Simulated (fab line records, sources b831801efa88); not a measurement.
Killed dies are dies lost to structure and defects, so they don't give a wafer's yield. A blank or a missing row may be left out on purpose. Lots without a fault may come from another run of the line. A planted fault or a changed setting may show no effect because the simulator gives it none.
fab line records | flow sky130
record lots=14 wafers=42 last_day=50
route steps=708 shown LDD_P@264
lots that met no fault: from a run of the same line without faults
start_h: hours from the record's first day to the start of the lot's first wafer shown | wait_h: hours since the lot's step before | " the same as in the row above | L1.1+2: a row that stands for several wafers | - no value, or no start given | * or withheld: withheld | < > ~ a bound
route shown NAME@n: a module of which the file shows steps, and the number in the route of the first | usual: mean/standard deviation of fault-free wafers | same: alike in all rows | chamber/n: place in a boat | sites: the reading at each site | _std_site: their standard deviation | _edge_site: outer sites' mean less inner sites' | radius_mm: how far each site lies from the wafer's centre | mask NAME#n: copy n | behind: the tool/chamber that last shaped the wafer | hold: why the lot was held/for how many hours/how that ended | device: the transistor (n, p or np) that didn't switch | end of line: the same wafers' tests at the end of the route | a step without rows: its recipe alone | killed: dies lost to structure and defects at the first sort, not the wafer's yield | map: a wafer's dies, x killed, . not, _ none there
set.NAME: the setting as run; set.NAME@STEP: as run at that earlier step | model.NAME: the simulator's own value behind a step, which no gauge read
steps of the route over a sample of lots; a table a step, a row a wafer
services: from which hour (start_h, from the record's first day; less than 0 if before it) a tool's chamber was out of use, for how many hours, and why
## steps
# step SKY_LDD_P_IMPLANT_09
# recipe species=BF2 energy_kev=25 dose_cm2=1e+13 tilt_deg=withheld
# usual beam_energy_keV=24.998/0.0088
# columns lot.wafer tool chamber start_h wait_h beam_energy_keV
L844.3 implanter-02 0 445.69 0.1 25.013
L844.4 " 0 " " 25.001
L844.5 " 0 " " 25.006
L842.2 implanter-03 0 446.51 0.0 25.000
L842.3 " 0 " " 24.992
L842.6 " 0 " " 24.992
L847.1 implanter-03 0 477.18 0.0 25.013
L847.2 " 0 " " 25.014
L847.3 " 0 " " 25.011
L846.1 implanter-04 0 478.08 0.0 25.012
L846.4 " 0 " " 24.997
L846.6 " 0 " " 25.002
L845.1 implanter-03 0 478.38 0.0 25.005
L845.3 " 0 " " 24.999
L845.6 " 0 " " 25.007
L849.1 implanter-02 0 513.82 0.0 25.003
L849.3 " 0 " " 25.005
L849.5 " 0 " " 25.011
L848.1 implanter-03 0 515.82 0.0 24.993
L848.3 " 0 " " 24.993
L848.6 " 0 " " 24.991
L851.1 implanter-02 0 535.87 0.0 24.993
L851.5 " 0 " " 25.008
L851.6 " 0 " " 24.988
L850.3 implanter-02 0 538.56 0.1 21.391
L850.4 " 0 " " 21.384
L850.5 " 0 " " 21.382
L853.1 implanter-02 0 542.17 0.0 21.391
L853.3 " 0 " " 21.387
L853.5 " 0 " " 21.379
L860.3 implanter-03 0 593.82 0.1 24.996
L860.4 " 0 " " 25.011
L860.5 " 0 " " 24.994
L861.2 implanter-03 0 596.48 0.0 25.008
L861.4 " 0 " " 24.993
L861.6 " 0 " " 24.989
L862.1 implanter-03 0 608.37 0.0 25.004
L862.4 " 0 " " 24.993
L862.5 " 0 " " 24.994
L864.3 implanter-03 0 627.02 0.1 24.994
L864.4 " 0 " " 24.981
L864.5 " 0 " " 24.981
# step SKY_LDD_P_TW_MEAS_11
# usual LDD_P_TW=639/3
# columns lot.wafer tool chamber start_h wait_h hold LDD_P_TW
L844.3 film_metro-02 - 445.91 0.1 - 637
L844.4 " - " " - 637
L844.5 " - " " - 638
L842.2 film_metro-02 - 446.74 0.1 - 637
L842.3 " - " " - 636
L842.6 " - " " - 632
L847.1 film_metro-04 - 477.43 0.1 - 640
L847.2 " - " " - 640
L847.3 " - " " - 639
L846.1 film_metro-03 - 478.33 0.1 - 641
L846.4 " - " " - 640
L846.6 " - " " - 640
L845.1 film_metro-02 - 478.63 0.1 - 635
L845.3 " - " " - 634
L845.6 " - " " - 637
L849.1 film_metro-03 - 514.07 0.1 - 641
L849.3 " - " " - 637
L849.5 " - " " - 641
L848.1 film_metro-03 - 516.07 0.1 - 640
L848.3 " - " " - 638
L848.6 " - " " - 639
L851.1 film_metro-02 - 536.12 0.1 - 641
L851.5 " - " " - 642
L851.6 " - " " - 643
L850.3 film_metro-02 - 538.78 0.1 await_dispo/0.2h/release 613
L850.4 " - " " await_dispo/0.2h/release 612
L850.5 " - " " await_dispo/0.2h/release 613
L850.3 film_metro-02 - 539.03 0.2 - 614
L850.4 " - " " - 612
L850.5 " - " " - 616
L853.1 film_metro-04 - 542.42 0.1 await_dispo/0.2h/release 619
L853.3 " - " " await_dispo/0.2h/release 610
L853.5 " - " " await_dispo/0.2h/release 617
L853.1 film_metro-04 - 542.65 0.2 - 617
L853.3 " - " " - 617
L853.5 " - " " - 613
L860.3 film_metro-02 - 594.07 0.1 - 634
L860.4 " - " " - 632
L860.5 " - " " - 634
L861.2 film_metro-04 - 596.72 0.1 - 638
L861.4 " - " " - 638
L861.6 " - " " - 636
L862.1 film_metro-04 - 608.62 0.1 - 636
L862.4 " - " " - 637
L862.5 " - " " - 638
L864.3 film_metro-02 - 627.24 0.1 - 633
L864.4 " - " " - 632
L864.5 " - " " - 635
## services
# columns tool chamber start_h hours kind
implanter-03 - 431.04 2.7 repair
implanter-02 - 455.97 4.7 repair
implanter-03 - 464.32 1.6 repair
implanter-02 - 505.58 1.1 repair
implanter-04 - 592.82 1.1 repair
## key
first_sign step=SKY_LDD_P_IMPLANT_09 reading=beam_energy_keV direction=down sigmas=99+ usual=* struck=*
effect step=SKY_LDD_P_TW_MEAS_11 reading=visit direction=added
effect step=SKY_LDD_P_TW_MEAS_11 reading=LDD_P_TW direction=down sigmas=8.1 usual=639 struck=614
met_at SKY_LDD_P_IMPLANT_09
struck_lots L850,L853
tester_left_out L850,L853
onset_between 535.87 538.56
fault kind=process_parameter_drift tool=implanter-02 chamber=- onset_h=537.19 steps=SKY_LDD_P_IMPLANT_09 channel=energy_kev offset=* shape=step end_h=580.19 acts_in=* stated=*
# tester_left_out: of these lots the tester's yield and bins aren't shown, on N5 and GAA mostly nor the transistor test; their killed dies are dies lost to structure and defects alone, not to doping, threshold or leakage, so they don't give the yield
